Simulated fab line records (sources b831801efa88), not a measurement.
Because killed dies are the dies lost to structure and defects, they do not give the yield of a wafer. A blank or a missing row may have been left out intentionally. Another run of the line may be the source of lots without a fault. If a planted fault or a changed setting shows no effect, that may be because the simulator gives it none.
Split-lot trial -- flow gf180mcu -- 5 lots, 23 wafers read, on a route of 602 steps

== ABOUT THE SPLIT ==
At GF_PASSIVATION_STRIP_12 (strips in O2/N2), the setting pressure_mtorr was moved away from the recipe's 1500 mTorr on 20 of the 23 wafers read, by -12.8% to +13.9%. All remaining wafers had this setting at the recipe value.

The reading is taken at the split's own step.

== THE READING ==
oes_product_au, in a.u., at GF_PASSIVATION_STRIP_12 (strips in O2/N2). A value of 0.719 a.u. with a standard deviation of 0.0042 a.u. is what fault-free wafers of this fab line usually give.

wafer,"tool, chamber at the split","pressure_mtorr as run, mTorr",against the recipe,"oes_product_au, a.u.",against lot-mates on the recipe
L075.1,"plasma_asher-02, 0",1500,recipe,0.717,-
L075.4,"plasma_asher-02, 1",1500,recipe,0.716,-
L075.6,"plasma_asher-02, 0",1500,recipe,0.726,-
L077.1,"plasma_asher-03, 1",1308,-12.8%,0.698,no lot-mate on the recipe
L077.2,"plasma_asher-03, 0",1308,-12.8%,0.702,no lot-mate on the recipe
L077.3,"plasma_asher-03, 0",1308,-12.8%,0.702,no lot-mate on the recipe
L077.5,"plasma_asher-03, 1",1308,-12.8%,0.699,no lot-mate on the recipe
L077.6,"plasma_asher-03, 0",1308,-12.8%,0.699,no lot-mate on the recipe
L078.1,"plasma_asher-04, 0",1659,+10.6%,0.729,no lot-mate on the recipe
L078.2,"plasma_asher-04, 1",1659,+10.6%,0.735,no lot-mate on the recipe
L078.3,"plasma_asher-04, 1",1659,+10.6%,0.732,no lot-mate on the recipe
L078.4,"plasma_asher-04, 0",1659,+10.6%,0.727,no lot-mate on the recipe
L078.6,"plasma_asher-04, 0",1659,+10.6%,0.726,no lot-mate on the recipe
L079.1,"plasma_asher-02, 1",1359,-9.4%,0.702,no lot-mate on the recipe
L079.2,"plasma_asher-02, 0",1359,-9.4%,0.715,no lot-mate on the recipe
L079.3,"plasma_asher-02, 0",1359,-9.4%,0.706,no lot-mate on the recipe
L079.4,"plasma_asher-02, 1",1359,-9.4%,0.712,no lot-mate on the recipe
L079.5,"plasma_asher-02, 0",1359,-9.4%,0.705,no lot-mate on the recipe
L083.2,"plasma_asher-03, 0",1709,+13.9%,0.736,no lot-mate on the recipe
L083.3,"plasma_asher-03, 0",1709,+13.9%,0.733,no lot-mate on the recipe
L083.4,"plasma_asher-03, 1",1709,+13.9%,0.732,no lot-mate on the recipe
L083.5,"plasma_asher-03, 1",1709,+13.9%,0.737,no lot-mate on the recipe
L083.6,"plasma_asher-03, 0",1709,+13.9%,0.725,no lot-mate on the recipe

THE FIT
A straight line over all 23 wafers: oes_product_au changes by +0.00117 a.u. for each +1% of pressure_mtorr; r = +0.95; the points scatter about the line by 0.0043 a.u.
Too few moved wafers have a lot-mate on the recipe to fit a line with each lot's own level taken away.
Tool readings at the split's step, against how far the setting was moved: oes_product_au r = +0.95; strip_time_to_endpoint_s r = -0.94.

== FILE'S OWN FIT ==
oes_product_au changes by +0.00117 a.u. for each +1% of pressure_mtorr, r = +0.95.
